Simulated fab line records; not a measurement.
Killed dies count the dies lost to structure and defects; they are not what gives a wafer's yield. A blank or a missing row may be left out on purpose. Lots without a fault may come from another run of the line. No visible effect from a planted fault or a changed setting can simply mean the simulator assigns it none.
fab line records	flow sky130
record: lots: 12	wafers: 36	lastDay: 50
route steps=708 shown METAL1@435 VIA1@458 PAD_OPEN@708
lots with no fault: from the same line, run without faults
startH: the number of hours between the record's first day and the start of the first shown wafer of the lot	waitH: hours from the lot's prior step to this one	" unchanged from the row above	L1.1+2: a single row standing in for several wafers	- either no value or no given start	* or withheld: withheld	< > ~ a bound
route shown NAME@n: names a module that has steps shown in the file, with the first one's number in the route	usual: mean/standard deviation taken from wafers without a fault	same: alike in all rows	chamber/n: place in a boat	sites: readings site by site	_std_site: the standard deviation of these	_edge_site: mean of outer sites minus mean of inner sites	radiusMm: how far each site lies from the wafer's centre	mask NAME#n: copy n	behind: the most recent tool/chamber to have shaped the wafer	hold: why the lot went on hold/how many hours it stayed there/how the hold came to an end	device: whichever transistor did not switch (one of n, p or np)	end of line: the tests these same wafers got at the end of their route	a step given without rows: its recipe and nothing more	killed: dies that structure and defects cost at the first sort, which is not the same as the wafer's yield	map: shows each die of a wafer: x if killed, . if not, _ if none is there
set.NAME: the run value of the setting; set.NAME@STEP: its run value at that earlier step	model.NAME: the simulator's own value behind a step, which no gauge read
steps of the route over a sample of lots; a table a step, a row a wafer
services: the hour from which a tool's chamber was out of use, counted from the record's first day as startH (under 0 if before that day), plus the number of hours and why
== steps ==
step: SKY_METAL1_SPUTTER_01
recipe: material: TiN	targetThkNm: 20	powerW: 6500	timeS: 16.7	chamberPressurePa: 0.4
usual: throttleValvePct: 29.8/1.1
lot.wafer	tool	chamber	startH	waitH	throttleValvePct
L806.1	pvdSputter-03	-	749.28	0.0	30.1
L806.5	"	-	"	"	27.8
L806.6	"	-	"	"	30.0
L809.4	pvdSputter-02	-	770.10	0.0	29.8
L809.5	"	-	"	"	29.8
L809.6	"	-	"	"	30.7
L808.1	pvdSputter-03	-	773.03	0.0	27.8
L808.2	"	-	"	"	30.1
L808.6	"	-	"	"	27.8
L811.1	pvdSputter-02	-	786.13	0.0	31.1
L811.5	"	-	"	"	29.9
L811.6	"	-	"	"	28.5
L812.1	pvdSputter-01	-	789.43	0.0	31.5
L812.5	"	-	"	"	30.7
L812.6	"	-	"	"	28.6
L810.2	pvdSputter-02	-	792.59	0.0	29.8
L810.4	"	-	"	"	28.5
L810.5	"	-	"	"	29.6
L813.3	pvdSputter-01	-	798.50	0.0	28.6
L813.4	"	-	"	"	30.5
L813.6	"	-	"	"	28.5
L814.1	pvdSputter-01	-	803.32	0.0	30.6
L814.2	"	-	"	"	28.4
L814.4	"	-	"	"	30.5
L817.2	pvdSputter-01	-	832.87	0.0	30.5
L817.4	"	-	"	"	28.6
L817.5	"	-	"	"	30.1
L818.2	pvdSputter-03	-	836.15	0.0	30.1
L818.3	"	-	"	"	29.7
L818.6	"	-	"	"	27.7
L825.1	pvdSputter-01	-	886.29	0.0	30.3
L825.2	"	-	"	"	31.6
L825.4	"	-	"	"	29.6
L827.1	pvdSputter-02	-	894.49	0.0	28.7
L827.5	"	-	"	"	30.9
L827.6	"	-	"	"	28.7
step: SKY_METAL1_ETCH_18
recipe: chemistry: N2/H2	target: BARC	ionEnergyEv: 200	biasW: 100	pressureMtorr: 30	n2FlowSccm: 100	h2FlowSccm: 200	icpW: 500	stopOn: SiO2	timeS: 45.9	targetDepthA: 600
usual: chamberPressureMTorr: 29.997/0.028	drypumpMotorCurrentA: 5.7/0.5	oesProductAu: 0.855/0.0051	throttleValvePct: 13.225/0.0091
lot.wafer	tool	chamber	startH	waitH	chamberPressureMTorr	drypumpMotorCurrentA	oesProductAu	rfHoursCounterH	throttleValvePct
L806.1	rieMetal-04	0	776.52	0.0	29.981	6.2	0.855	4	13.225
L806.5	"	1	"	"	30.028	5.7	0.859	-	13.215
L806.6	"	0	"	"	30.006	6.2	0.850	-	13.235
L809.4	rieMetal-03	1	797.32	0.0	30.033	4.9	0.857	-	13.224
L809.5	"	0	"	"	29.978	5.6	0.855	-	13.211
L809.6	"	1	"	"	29.964	4.9	0.848	-	13.222
L808.1	rieMetal-01	0	800.26	0.0	29.993	5.6	0.864	13	13.230
L808.2	"	1	"	"	29.985	6.3	0.852	10	13.231
L808.6	"	1	"	"	29.978	6.4	0.854	-	13.223
L811.1	rieMetal-04	0	812.75	0.0	30.027	6.2	0.858	6	13.216
L811.5	"	1	"	"	29.930	5.7	0.850	-	13.226
L811.6	"	0	"	"	29.966	6.2	0.855	-	13.234
L812.1	rieMetal-01	0	816.10	0.1	30.004	5.6	0.858	14	13.229
L812.5	"	0	"	"	29.981	5.6	0.855	-	13.230
L812.6	"	0	"	"	30.028	5.6	0.865	-	13.226
L810.2	rieMetal-01	0	818.82	0.0	29.961	5.6	0.858	14	13.244
L810.4	"	0	"	"	30.005	5.6	0.850	-	13.244
L810.5	"	0	"	"	30.009	5.6	0.858	-	13.226
L813.3	rieMetal-04	0	824.89	0.0	30.009	6.2	0.849	-	13.228
L813.4	"	1	"	"	30.050	5.7	0.856	-	13.220
L813.6	"	1	"	"	30.055	5.7	0.855	-	13.222
L814.1	rieMetal-04	0	829.24	0.0	29.977	6.2	0.861	7	13.238
L814.2	"	1	"	"	29.979	5.7	0.851	1	13.219
L814.4	"	0	"	"	30.018	6.2	0.863	-	13.212
L817.2	rieMetal-03	1	859.82	0.1	29.993	4.9	0.861	-	13.249
L817.4	"	1	"	"	29.961	4.9	0.855	-	13.233
L817.5	"	1	"	"	29.936	4.9	0.846	-	13.234
L818.2	rieMetal-01	0	862.80	0.0	29.999	5.6	0.856	16	13.206
L818.3	"	0	"	"	30.006	5.6	0.857	-	13.213
L818.6	"	1	"	"	30.008	6.3	0.860	-	13.225
L825.1	rieMetal-03	1	911.92	0.0	30.048	4.9	0.856	1	13.225
L825.2	"	0	"	"	29.996	5.5	0.853	3	13.231
L825.4	"	0	"	"	29.992	5.6	0.862	-	13.230
L827.1	rieMetal-03	0	920.15	0.0	30.031	5.6	0.862	3	13.220
L827.5	"	1	"	"	30.025	4.9	0.862	-	13.213
L827.6	"	0	"	"	29.996	5.6	0.863	-	13.201
step: SKY_VIA1_HDPCVD_00
recipe: material: SiO2	targetThkNm: 1030	sigmaOpenFrac: 0.3	timeS: 171.7	tempC: 400	sih4FlowSccm: 60	pressureMtorr: 6
usual: sih4FlowSccm: 60.02/0.17
lot.wafer	tool	chamber	startH	waitH	sih4FlowSccm
L806.1	hdpcvd-02	0	777.30	0.0	59.73
L806.5	"	0	"	"	59.97
L806.6	"	2	"	"	59.74
L809.4	hdpcvd-01	1	798.15	0.1	60.01
L809.5	"	2	"	"	59.85
L809.6	"	0	"	"	60.06
L808.1	hdpcvd-01	2	801.37	0.0	60.10
L808.2	"	1	"	"	59.97
L808.6	"	2	"	"	60.08
L811.1	hdpcvd-02	1	813.54	0.0	60.04
L811.5	"	0	"	"	60.33
L811.6	"	2	"	"	59.87
L812.1	hdpcvd-02	0	817.02	0.0	60.34
L812.5	"	1	"	"	59.70
L812.6	"	0	"	"	60.23
L810.2	hdpcvd-02	2	819.69	0.0	60.18
L810.4	"	1	"	"	59.93
L810.5	"	2	"	"	60.10
L813.3	hdpcvd-02	1	825.66	0.0	47.97
L813.4	"	1	"	"	48.28
L813.6	"	2	"	"	48.11
L814.1	hdpcvd-01	2	829.99	0.0	59.83
L814.2	"	0	"	"	60.18
L814.4	"	2	"	"	60.19
L817.2	hdpcvd-02	2	860.71	0.0	47.80
L817.4	"	2	"	"	47.84
L817.5	"	1	"	"	48.02
L818.2	hdpcvd-02	0	863.56	0.0	47.78
L818.3	"	1	"	"	48.08
L818.6	"	0	"	"	48.01
L825.1	hdpcvd-01	2	912.79	0.0	60.12
L825.2	"	0	"	"	60.19
L825.4	"	0	"	"	60.12
L827.1	hdpcvd-01	0	921.00	0.0	59.85
L827.5	"	0	"	"	59.98
L827.6	"	2	"	"	60.21
step: SKY_VIA1_THK_MEAS_01
recipe: reads: SiO2_of_VIA1_HDPCVD_00
usual: VIA1_HDPCVD_THK: 1037/9.6
lot.wafer	tool	chamber	startH	waitH	VIA1_HDPCVD_THK[nm]
L806.1	filmMetro-02	-	777.41	0.1	1027
L806.5	"	-	"	"	1034
L806.6	"	-	"	"	1032
L809.4	filmMetro-03	-	798.24	0.0	1033
L809.5	"	-	"	"	1020
L809.6	"	-	"	"	1033
L808.1	filmMetro-02	-	801.48	0.1	1031
L808.2	"	-	"	"	1027
L808.6	"	-	"	"	1037
L811.1	filmMetro-02	-	813.65	0.1	1044
L811.5	"	-	"	"	1044
L811.6	"	-	"	"	1050
L812.1	filmMetro-03	-	817.13	0.1	1037
L812.5	"	-	"	"	1032
L812.6	"	-	"	"	1021
L810.2	filmMetro-04	-	819.81	0.1	1036
L810.4	"	-	"	"	1044
L810.5	"	-	"	"	1032
L813.3	filmMetro-03	-	825.79	0.1	820
L813.4	"	-	"	"	832
L813.6	"	-	"	"	812
L814.1	filmMetro-04	-	830.10	0.1	1026
L814.2	"	-	"	"	1031
L814.4	"	-	"	"	1037
L817.2	filmMetro-04	-	860.87	0.1	857
L817.4	"	-	"	"	837
L817.5	"	-	"	"	847
L818.2	filmMetro-03	-	863.68	0.1	833
L818.3	"	-	"	"	833
L818.6	"	-	"	"	841
L825.1	filmMetro-04	-	912.91	0.1	1043
L825.2	"	-	"	"	1050
L825.4	"	-	"	"	1060
L827.1	filmMetro-03	-	921.11	0.1	1037
L827.5	"	-	"	"	1051
L827.6	"	-	"	"	1043
step: SKY_VIA1_CD_MEAS_12
recipe: targetCdNm: 150
usual: cdNm: 150.3/1.5
lot.wafer	tool	chamber	startH	waitH	cdNm
L806.1	cdSem-02	-	804.38	-	149.5
L806.5	"	-	"	"	149.4
L806.6	"	-	"	"	148.4
L809.4	cdSem-02	-	824.89	-	147.3
L809.5	"	-	"	"	145.3
L809.6	"	-	"	"	147.9
L808.1	cdSem-02	-	827.98	-	148.7
L808.2	"	-	"	"	148.5
L808.6	"	-	"	"	149.2
L811.1	cdSem-01	-	840.33	-	150.3
L811.5	"	-	"	"	150.4
L811.6	"	-	"	"	150.7
L812.1	cdSem-02	-	844.18	-	150.8
L812.5	"	-	"	"	150.9
L812.6	"	-	"	"	149.5
L810.2	cdSem-01	-	847.29	-	149.1
L810.4	"	-	"	"	150.1
L810.5	"	-	"	"	149.5
L813.3	cdSem-01	-	852.57	-	150.4
L813.4	"	-	"	"	150.7
L813.6	"	-	"	"	149.4
L814.1	cdSem-02	-	857.25	-	149.7
L814.2	"	-	"	"	149.8
L814.4	"	-	"	"	151.1
L817.2	cdSem-01	-	887.40	-	147.1
L817.4	"	-	"	"	149.2
L817.5	"	-	"	"	150.0
L818.2	cdSem-01	-	890.09	-	150.5
L818.3	"	-	"	"	150.7
L818.6	"	-	"	"	151.4
L825.1	cdSem-01	-	938.48	-	150.4
L825.2	"	-	"	"	150.4
L825.4	"	-	"	"	150.8
L827.1	cdSem-01	-	945.72	-	152.0
L827.5	"	-	"	"	151.2
L827.6	"	-	"	"	151.0
step: SKY_PAD_OPEN_PROBE_99
usual: killed_at_M0_to_M3: 42/7.2	killed_at_M4_up: 3.2/1.8	killedAtContacts: 24/5.4	killedAtFrontEnd: 15/4	killedAtOther: 0.3/0.59	killedDies: 84/9	killedOnRim: 17/3.3	killedOpen: 46/7.1	killedShort: 38/6
same: grossDies: 492	killedAtBackSide: 0
lot.wafer	tool	chamber	startH	waitH	killed_at_M0_to_M3	killed_at_M4_up	killedAtContacts	killedAtFrontEnd	killedAtOther	killedDies	killedOnRim	killedOpen	killedShort
L809.4	prober-02	-	1108.59	0.2	50	6	29	10	0	95	23	50	45
L809.5	prober-02	-	1108.64	0.2	47	5	26	20	0	98	18	50	48
L809.6	prober-02	-	1108.69	0.2	50	0	34	13	1	98	15	56	42
L811.1	prober-01	-	1112.23	0.1	35	1	36	13	0	85	18	60	25
L811.5	prober-01	-	1112.43	0.2	24	4	30	11	1	70	8	35	34
L811.6	prober-01	-	1112.48	0.2	39	1	25	12	1	78	14	47	30
L810.2	prober-01	-	1126.83	0.1	39	3	25	10	0	77	11	44	33
L810.4	prober-01	-	1126.93	0.2	58	3	23	14	0	98	21	64	34
L810.5	prober-01	-	1126.98	0.2	50	2	21	18	2	93	17	50	43
L813.3	prober-02	-	1127.16	0.2	35	6	24	17	0	82	15	45	37
L813.4	prober-02	-	1127.21	0.2	38	4	15	14	0	71	13	46	25
L813.6	prober-02	-	1127.31	0.2	36	5	23	14	0	78	19	43	35
L818.2	prober-02	-	1156.17	0.1	42	3	22	17	0	84	18	44	40
L818.3	prober-02	-	1156.22	0.2	47	3	20	23	0	93	22	49	44
L818.6	prober-02	-	1156.37	0.2	34	0	26	10	0	70	19	44	26
L825.1	prober-02	-	1182.81	0.1	45	3	19	13	0	80	12	34	45
L825.2	prober-02	-	1182.86	0.1	41	2	29	16	0	88	21	45	42
L825.4	prober-02	-	1182.96	0.2	42	4	25	16	1	88	22	46	42
killed by level:class
L809.4 CONTACT:geometricParticle:open=16 METAL1:geometricParticle:short=10 VIA1:geometricParticle:open=9 VIA3:geometricParticle:open=8 METAL2:geometricParticle:short=7 LI_CONTACT:geometricParticle:short=5 VIA3:geometricParticle:short=5 METAL4:geometricParticle:short=4
L809.5 VIA1:geometricParticle:open=13 CONTACT:geometricParticle:open=10 FIELD_ISO:geometricParticle:short=7 VIA3:geometricParticle:open=7 METAL2:geometricParticle:short=6 METAL3:geometricParticle:short=6 LOCAL_INTERCONNECT:geometricParticle:short=5 POLY_GATE:geometricParticle:open=5
L809.6 VIA1:geometricParticle:open=14 CONTACT:geometricParticle:open=9 METAL2:geometricParticle:short=9 VIA2:geometricParticle:open=8 LI_CONTACT:geometricParticle:open=7 FIELD_ISO:geometricParticle:open=6 LOCAL_INTERCONNECT:geometricParticle:short=6 LI_CONTACT:geometricParticle:short=5
L811.1 CONTACT:geometricParticle:open=13 LI_CONTACT:geometricParticle:open=10 VIA1:geometricParticle:open=10 VIA2:geometricParticle:open=9 LOCAL_INTERCONNECT:geometricParticle:short=6 FIELD_ISO:geometricParticle:open=5 VIA3:geometricParticle:open=5 POLY_GATE:geometricParticle:open=4
L811.5 CONTACT:geometricParticle:short=9 LI_CONTACT:geometricParticle:open=8 CONTACT:geometricParticle:open=5 VIA1:geometricParticle:open=5 VIA2:geometricParticle:open=4 METAL4:geometricParticle:short=4 FIELD_ISO:geometricParticle:short=3 LI_CONTACT:geometricParticle:short=3
L811.6 VIA1:geometricParticle:open=10 VIA2:geometricParticle:open=9 LI_CONTACT:geometricParticle:open=8 CONTACT:geometricParticle:open=7 CONTACT:geometricParticle:short=5 VIA3:geometricParticle:open=5 LOCAL_INTERCONNECT:geometricParticle:short=4 METAL1:geometricParticle:short=4
L810.2 VIA1:geometricParticle:open=9 VIA3:geometricParticle:open=9 LI_CONTACT:geometricParticle:open=8 LOCAL_INTERCONNECT:geometricParticle:short=7 CONTACT:geometricParticle:open=6 VIA1:geometricParticle:short=5 POLY_GATE:geometricParticle:open=4 FIELD_ISO:geometricParticle:short=3
L810.4 VIA1:geometricParticle:open=23 CONTACT:geometricParticle:open=10 VIA3:geometricParticle:open=9 FIELD_ISO:geometricParticle:open=5 VIA1:geometricParticle:short=5 POLY_GATE:geometricParticle:open=5 METAL3:geometricParticle:short=5 LI_CONTACT:geometricParticle:open=4
L810.5 VIA1:geometricParticle:open=13 CONTACT:geometricParticle:open=9 METAL1:geometricParticle:short=8 FIELD_ISO:geometricParticle:short=7 LI_CONTACT:geometricParticle:open=7 VIA3:geometricParticle:open=7 METAL3:geometricParticle:short=6 POLY_GATE:geometricParticle:short=4
L813.3 CONTACT:geometricParticle:open=10 VIA1:geometricParticle:open=9 VIA2:geometricParticle:open=8 POLY_GATE:geometricParticle:open=6 CONTACT:geometricParticle:short=6 FIELD_ISO:geometricParticle:open=4 LI_CONTACT:geometricParticle:open=4 LOCAL_INTERCONNECT:geometricParticle:short=4
L813.4 VIA1:geometricParticle:open=15 CONTACT:geometricParticle:open=7 FIELD_ISO:geometricParticle:open=5 VIA3:geometricParticle:open=5 LI_CONTACT:geometricParticle:open=4 METAL1:geometricParticle:short=4 POLY_GATE:geometricParticle:open=3 POLY_GATE:geometricParticle:short=3
L813.6 CONTACT:geometricParticle:open=12 VIA3:geometricParticle:open=9 VIA2:geometricParticle:open=7 LI_CONTACT:geometricParticle:open=5 METAL4:geometricParticle:short=5 POLY_GATE:geometricParticle:short=4 FIELD_ISO:geometricParticle:short=4 VIA1:geometricParticle:short=4
L818.2 VIA1:geometricParticle:open=12 VIA2:geometricParticle:open=8 FIELD_ISO:geometricParticle:short=7 VIA1:geometricParticle:short=6 POLY_GATE:geometricParticle:short=5 LI_CONTACT:geometricParticle:open=5 LOCAL_INTERCONNECT:geometricParticle:short=5 CONTACT:geometricParticle:open=5
L818.3 VIA1:geometricParticle:open=10 CONTACT:geometricParticle:open=9 METAL2:geometricParticle:short=8 VIA2:geometricParticle:open=7 FIELD_ISO:geometricParticle:short=6 POLY_GATE:geometricParticle:open=5 LI_CONTACT:geometricParticle:open=4 METAL1:geometricParticle:short=4
L818.6 LI_CONTACT:geometricParticle:open=11 VIA2:geometricParticle:open=8 CONTACT:geometricParticle:open=6 VIA1:geometricParticle:open=6 VIA1:geometricParticle:short=5 VIA3:geometricParticle:open=5 LOCAL_INTERCONNECT:geometricParticle:short=4 METAL3:geometricParticle:short=4
L825.1 VIA1:geometricParticle:open=13 VIA1:geometricParticle:short=9 CONTACT:geometricParticle:open=7 POLY_GATE:geometricParticle:open=6 LOCAL_INTERCONNECT:geometricParticle:short=5 METAL1:geometricParticle:short=5 METAL2:geometricParticle:short=5 LI_CONTACT:geometricParticle:short=3
L825.2 CONTACT:geometricParticle:open=10 VIA1:geometricParticle:open=9 FIELD_ISO:geometricParticle:short=8 LI_CONTACT:geometricParticle:open=8 LOCAL_INTERCONNECT:geometricParticle:short=7 VIA2:geometricParticle:short=6 VIA1:geometricParticle:short=6 VIA3:geometricParticle:open=6
L825.4 VIA1:geometricParticle:open=10 CONTACT:geometricParticle:open=8 METAL2:geometricParticle:short=7 VIA2:geometricParticle:open=6 LOCAL_INTERCONNECT:geometricParticle:short=6 FIELD_ISO:geometricParticle:open=5 LI_CONTACT:geometricParticle:open=5 POLY_GATE:geometricParticle:short=4
== services ==
tool	chamber	startH	hours	kind
rieMetal-01	0	757.33	8.2	repair
rieMetal-01	0	772.95	2.7	repair
rieMetal-04	1	786.49	-	clean
rieMetal-04	1	786.49	19.8	scheduledDown
rieMetal-04	1	786.49	19.8	ventCycle
pvdSputter-01	-	788.58	0.5	repair
rieMetal-01	1	812.80	4.0	repair
rieMetal-03	0	815.69	27.9	repair
hdpcvd-02	-	826.31	1.4	repair
pvdSputter-01	-	830.83	1.4	repair
rieMetal-01	-	841.49	2.8	pm
rieMetal-03	0	843.57	-	clean
rieMetal-03	0	843.57	18.4	scheduledDown
rieMetal-03	0	843.57	18.4	ventCycle
pvdSputter-03	-	845.76	13.7	repair
rieMetal-03	-	845.88	2.8	pm
pvdSputter-02	-	852.41	1.9	repair
rieMetal-03	1	861.96	-	clean
rieMetal-03	1	861.96	25.7	scheduledDown
rieMetal-03	1	861.96	25.7	ventCycle
hdpcvd-01	0	883.12	1.8	repair
pvdSputter-02	-	891.42	2.8	repair
rieMetal-01	0	900.14	-	clean
rieMetal-04	-	912.26	0.7	repair
== key ==
firstSign: step: SKY_VIA1_HDPCVD_00	reading: sih4FlowSccm	direction: down	sigmas: 70	usual: 60.02	struck: 47.99
effect: step: SKY_VIA1_THK_MEAS_01	reading: VIA1_HDPCVD_THK	direction: down	sigmas: 21	usual: 1037	struck: 835
metAt SKY_VIA1_HDPCVD_00
struckLots L813,L817,L818
testerLeftOut L813,L818
notActingAt SKY_METAL1_SPUTTER_01,SKY_METAL1_ETCH_18,SKY_VIA1_CD_MEAS_12
onsetBetween 819.69 825.66
earlierFault: kind: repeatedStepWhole	tool: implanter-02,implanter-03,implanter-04	chamber: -	onsetH: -	steps: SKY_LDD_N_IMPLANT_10	times: 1	scope: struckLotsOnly
fault: kind: processParameterDrift	tool: hdpcvd-02	chamber: -	onsetH: 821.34	steps: SKY_VIA1_HDPCVD_00	channel: sih4FlowSccm	offset: -12	shape: step	actsIn: theseRecipesOnly	stated: 60
testerLeftOut: of these lots the tester's yield and bins aren't shown, on N5 and GAA mostly nor the transistor test; their killed dies are dies lost to structure and defects alone, not to doping, threshold or leakage, so they don't give the yield
